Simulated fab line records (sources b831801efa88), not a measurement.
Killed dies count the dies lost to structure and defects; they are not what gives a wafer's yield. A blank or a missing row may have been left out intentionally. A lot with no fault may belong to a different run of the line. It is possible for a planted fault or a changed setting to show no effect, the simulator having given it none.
fab line records	flow sky130
record lots=14	wafers=42	lastDay=50
route steps=708 shown VIA1@482 VIA2@518 METAL3@532
lots that met no fault: taken from a fault-free run of the same line
startH: hours from the record's opening day to when the first of the lot's shown wafers began	waitH: how many hours have passed since the lot's step before this one	" the same as in the row above	L1.1+2: one row covering several wafers at once	- either no value or no given start	* or withheld: withheld	< > ~ a bound
route shown NAME@n: NAME is a module with steps in the file, n the number in the route of the first one	usual: mean/standard deviation taken from wafers without a fault	same: alike in all rows	chamber/n: place in a boat	sites: the reading at each site	_std_site: their standard deviation	_edge_site: outer sites' mean less inner sites'	radiusMm: for every site, how far away it sits from the centre of the wafer	mask NAME#n: copy n	behind: the tool/chamber that last shaped the wafer	hold: cause of the lot's hold/its duration in hours/its outcome	device: the n, p or np transistor that did not switch	end of line: at the end of the route, the tests of the same wafers	where a step has no rows: the recipe by itself	killed: the dies lost at the first sort to structure and to defects; this is not the yield of the wafer	map: a wafer's dies, x killed, . not, _ none there
set.NAME: the setting the step ran with; set.NAME@STEP: the setting that earlier step ran with	model.NAME: the simulator's own value behind a step, which no gauge read
steps of the route over a sample of lots; a table a step, a row a wafer
services: a tool's chamber out of use, with start hour (startH, from the record's first day; less than 0 if before it), hours out, and reason
## steps
# step SKY_VIA1_CMP_24
# recipe stopOn=SiO2	tOverpolishS=15	downForcePsi=3.5	platenRpm=60	targetThkNm=0	padVelocityMS=0.94248
# usual motorCurrentA=10.8/1.1	overpolishRunS=15.000/0.0083	slurryFlowMlMin=150.0/0.48	timeToEndpointS=66/3.6
# same tOverpolishS=15
lot.wafer	tool	chamber	startH	waitH	motorCurrentA	overpolishRunS	slurryFlowMlMin	timeToEndpointS
L463.4	cmp-01	1	794.02	0.1	11.3	14.994	151.0	76
L463.6	"	3	"	"	12.2	14.998	150.3	70
L463.5	"	0	"	"	10.0	14.998	149.8	70
L464.4	cmp-02	3	802.12	0.0	11.2	15.011	150.3	65
L464.6	"	3	"	"	10.9	15.003	149.4	67
L464.5	"	0	"	"	9.8	15.009	150.3	67
L466.4	cmp-01	3	820.26	0.0	12.2	14.993	149.0	68
L466.3	"	0	"	"	9.5	14.992	150.4	63
L466.1	"	2	"	"	9.2	14.999	150.1	65
L465.4	cmp-02	1	820.72	0.0	11.1	14.996	149.9	63
L465.1	"	3	"	"	12.2	15.002	150.0	66
L465.6	"	1	"	"	10.7	15.013	149.6	63
L467.4	cmp-01	1	831.54	0.1	11.4	15.002	150.5	71
L467.3	"	3	"	"	12.1	15.012	150.2	65
L467.6	"	1	"	"	11.3	14.996	150.7	71
L476.3	cmp-01	1	897.43	0.1	11.1	15.006	148.9	67
L476.5	"	3	"	"	12.4	15.002	150.0	65
L476.6	"	0	"	"	10.0	14.985	150.1	64
L478.4	cmp-02	3	905.47	0.3	11.5	15.005	150.0	62
L478.5	"	0	"	"	10.4	14.990	150.1	59
L478.6	"	1	"	"	11.3	14.990	149.6	54
L479.3	cmp-02	0	920.35	0.1	9.7	14.991	150.2	61
L479.4	"	1	"	"	11.2	14.998	150.1	60
L479.5	"	0	"	"	9.6	15.018	150.1	60
L480.4	cmp-02	3	920.95	0.3	11.3	14.998	150.3	67
L480.2	"	0	"	"	9.5	15.007	150.4	64
L480.1	"	1	"	"	10.9	15.025	149.6	61
L481.1	cmp-01	2	938.73	0.1	10.0	15.005	150.1	65
L481.6	"	1	"	"	10.8	14.990	149.3	73
L481.5	"	2	"	"	9.0	14.996	149.7	65
L482.3	cmp-02	3	941.99	0.1	12.1	15.000	150.4	67
L482.1	"	0	"	"	9.7	15.012	149.8	65
L482.5	"	1	"	"	11.3	15.004	149.7	63
L483.2	cmp-01	1	944.88	0.1	11.6	15.006	148.7	69
L483.1	"	3	"	"	11.8	15.005	150.3	65
L483.5	"	0	"	"	10.0	15.008	150.3	63
L484.3	cmp-01	1	963.18	0.1	11.7	14.989	150.4	71
L484.1	"	2	"	"	9.5	14.997	149.7	67
L484.6	"	0	"	"	10.1	15.008	149.1	66
L485.3	cmp-01	3	969.88	0.1	12.3	14.989	149.7	71
L485.2	"	0	"	"	9.6	15.002	149.9	69
L485.6	"	2	"	"	9.1	14.999	150.1	65
# step SKY_VIA2_DEVELOP_11
# recipe developTimeS=60	resist=KrF-thick	devTempC=21
# usual chillPlateTempC=22.99/0.1	developTimeS=60/0	developerTempC=21.00/0.1	resistLineTempC=23.03/0.1
lot.wafer	tool	chamber	startH	waitH	chillPlateTempC	developTimeS	developerTempC	resistLineTempC
L463.4	lithoTrack-02	0	849	-	23.11	60	21.12	23.19
L463.5	"	0	"	"	23.03	60	21.13	23.07
L463.6	"	0	"	"	23.21	60	21.20	23.15
L464.4	lithoTrack-01	0	856	-	23.04	60	21.02	22.96
L464.5	"	0	"	"	22.97	60	20.97	23.20
L464.6	"	0	"	"	23.08	60	20.97	23.14
L466.1	lithoTrack-02	0	874	-	22.92	60	21.06	23.12
L466.3	"	0	"	"	22.91	60	21.04	23.22
L466.4	"	0	"	"	22.92	60	21.13	23.09
L465.1	lithoTrack-03	-	875	-	-	-	-	-
L465.4	"	-	"	"	-	-	-	-
L465.6	"	-	"	"	-	-	-	-
L467.3	lithoTrack-03	-	885	-	-	-	-	-
L467.4	"	-	"	"	-	-	-	-
L467.6	"	-	"	"	-	-	-	-
L476.3	lithoTrack-02	0	950	-	23.02	60	21.07	22.94
L476.5	"	0	"	"	23.15	60	20.83	22.89
L476.6	"	0	"	"	23.05	60	21.18	23.00
L478.4	lithoTrack-03	0	957	-	22.92	60	20.92	23.00
L478.5	"	0	"	"	22.88	60	21.06	22.84
L478.6	"	0	"	"	23.11	60	20.91	23.03
L479.3	lithoTrack-03	0	972	-	23.05	60	21.17	22.99
L479.4	"	0	"	"	23.05	60	21.17	23.03
L479.5	"	0	"	"	23.09	60	21.03	22.95
L480.1	lithoTrack-02	0	973	-	22.90	60	21.09	22.97
L480.2	"	0	"	"	22.90	60	20.89	22.94
L480.4	"	0	"	"	22.94	60	21.00	23.10
L481.1	lithoTrack-03	0	989	-	22.71	60	20.97	23.00
L481.5	"	0	"	"	22.89	60	21.11	23.00
L481.6	"	0	"	"	23.15	60	21.19	22.92
L482.1	lithoTrack-02	0	993	-	23.17	60	21.02	22.94
L482.3	"	0	"	"	23.02	60	20.95	23.02
L482.5	"	0	"	"	23.10	60	21.10	23.13
L483.1	lithoTrack-03	0	996	-	22.94	60	20.97	23.00
L483.2	"	0	"	"	22.93	60	20.92	23.10
L483.5	"	0	"	"	22.94	60	20.89	23.16
L484.1	lithoTrack-01	0	1013	-	22.90	60	21.00	22.91
L484.3	"	0	"	"	22.99	60	20.85	22.92
L484.6	"	0	1014	-	22.84	60	20.92	23.07
L485.2	lithoTrack-03	0	1020	-	23.11	60	20.98	23.07
L485.3	"	0	"	"	23.15	60	21.08	23.18
L485.6	"	0	"	"	23.03	60	21.02	23.17
# step SKY_VIA2_CD_MEAS_12
# recipe targetCdNm=200
# usual cdNm=200.0/1.5
lot.wafer	tool	chamber	startH	waitH	cdNm
L463.4	cdSem-02	-	849.66	-	199.1
L463.5	"	-	"	"	197.8
L463.6	"	-	"	"	199.8
L464.4	cdSem-02	-	856.59	-	199.4
L464.5	"	-	"	"	199.3
L464.6	"	-	"	"	199.4
L466.1	cdSem-02	-	875.05	-	200.2
L466.3	"	-	"	"	201.3
L466.4	"	-	"	"	200.9
L465.1	cdSem-01	-	875.53	-	-
L465.4	"	-	"	"	-
L465.6	"	-	"	"	-
L467.3	cdSem-01	-	885.97	-	-
L467.4	"	-	"	"	-
L467.6	"	-	"	"	-
L476.3	cdSem-01	-	950.29	-	197.4
L476.5	"	-	"	"	196.6
L476.6	"	-	"	"	197.9
L478.4	cdSem-02	-	957.19	-	199.9
L478.5	"	-	"	"	199.2
L478.6	"	-	"	"	199.2
L479.3	cdSem-01	-	972.77	-	200.4
L479.4	"	-	"	"	201.2
L479.5	"	-	"	"	201.3
L480.1	cdSem-02	-	973.51	-	201.6
L480.2	"	-	"	"	200.9
L480.4	"	-	"	"	201.3
L481.1	cdSem-01	-	989.93	-	199.2
L481.5	"	-	"	"	199.2
L481.6	"	-	"	"	199.4
L482.1	cdSem-02	-	993.51	-	200.2
L482.3	"	-	"	"	200.3
L482.5	"	-	"	"	198.8
L483.1	cdSem-01	-	996.58	-	202.0
L483.2	"	-	"	"	202.0
L483.5	"	-	"	"	201.5
L484.1	cdSem-02	-	1014.08	-	202.0
L484.3	"	-	"	"	200.4
L484.6	"	-	"	"	201.7
L485.2	cdSem-01	-	1020.40	-	201.8
L485.3	"	-	"	"	202.4
L485.6	"	-	"	"	201.6
# step SKY_METAL3_SPUTTER_00
# recipe material=Ti	targetThkNm=15	powerW=3000	timeS=10	chamberPressurePa=0.4
# usual throttleValvePct=29.9/0.69
lot.wafer	tool	chamber	startH	waitH	throttleValvePct
L463.4	pvdSputter-01	-	851.13	0.1	29.8
L463.5	"	-	"	"	29.6
L463.6	"	-	"	"	31.0
L464.4	pvdSputter-04	-	858.09	0.1	29.1
L464.5	"	-	"	"	30.5
L464.6	"	-	"	"	29.8
L466.1	pvdSputter-04	-	876.58	0.1	30.4
L466.3	"	-	"	"	30.1
L466.4	"	-	"	"	28.8
L476.3	pvdSputter-04	-	952.19	0.1	29.6
L476.5	"	-	"	"	30.1
L476.6	"	-	"	"	29.6
L478.4	pvdSputter-01	-	958.69	0.1	29.5
L478.5	"	-	"	"	29.4
L478.6	"	-	"	"	30.0
L479.3	pvdSputter-04	-	974.39	0.1	28.8
L479.4	"	-	"	"	29.9
L479.5	"	-	"	"	28.9
L480.1	pvdSputter-03	-	975.03	0.2	28.5
L480.2	"	-	"	"	31.0
L480.4	"	-	"	"	30.1
L481.1	pvdSputter-03	-	991.46	0.2	30.6
L481.5	"	-	"	"	31.0
L481.6	"	-	"	"	30.4
L482.1	pvdSputter-04	-	995.03	0.1	30.3
L482.3	"	-	"	"	30.1
L482.5	"	-	"	"	29.4
L483.1	pvdSputter-04	-	998.11	0.1	30.3
L483.2	"	-	"	"	30.2
L483.5	"	-	"	"	30.1
L484.1	pvdSputter-03	-	1015.62	0.1	31.0
L484.3	"	-	"	"	28.6
L484.6	"	-	"	"	28.7
L485.2	pvdSputter-04	-	1021.95	0.1	30.0
L485.3	"	-	"	"	28.9
L485.6	"	-	"	"	28.9
## services
tool	chamber	startH	hours	kind
cmp-02	-	783.91	3.3	pm
cmp-02	-	831.39	3.8	repair
cmp-02	-	837.04	22.1	repair
pvdSputter-03	-	844.64	3.2	repair
pvdSputter-04	-	846.22	5.2	repair
pvdSputter-01	-	879.24	2.2	repair
cmp-01	-	901.02	0.4	repair
pvdSputter-04	-	905.25	12.4	repair
cmp-01	-	911.82	1.1	repair
cmp-02	-	912.41	4.0	pm
cmp-01	-	916.41	6.4	pm
cmp-02	-	916.41	-	consumableReplace:conditioner
cmp-02	-	916.41	-	consumableReplace:pad
cmp-01	-	981.64	1.1	repair
pvdSputter-03	-	997.27	1.2	repair
pvdSputter-01	-	1000.03	7.2	repair
cmp-02	-	1006.37	0.3	repair
cmp-02	-	1010.78	0.5	repair
## key
firstSign step=SKY_VIA2_DEVELOP_11	reading=toolRecord	direction=missing
effect none on later readings
metAt SKY_VIA2_DEVELOP_11
struckLots L465,L467
laterRowsLeftOut L465.1,L465.4,L465.6,L467.3,L467.4,L467.6
sortLeftOut L465.1,L465.4,L465.6,L467.3,L467.4,L467.6
notActingAt SKY_VIA1_CMP_24,SKY_VIA2_CD_MEAS_12,SKY_METAL3_SPUTTER_00
fault kind=skippedStepWhole	tool=lithoTrack-03	chamber=-	onsetH=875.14	steps=SKY_VIA2_DEVELOP_11	scope=struckLotsOnly
# sortLeftOut: the simulated sort isn't trusted on such a fault, so these wafers' sort isn't shown, and their yield isn't known
# laterRowsLeftOut: the simulator's readings of these wafers behind a module that went badly wrong aren't trusted and aren't shown, but for the sort
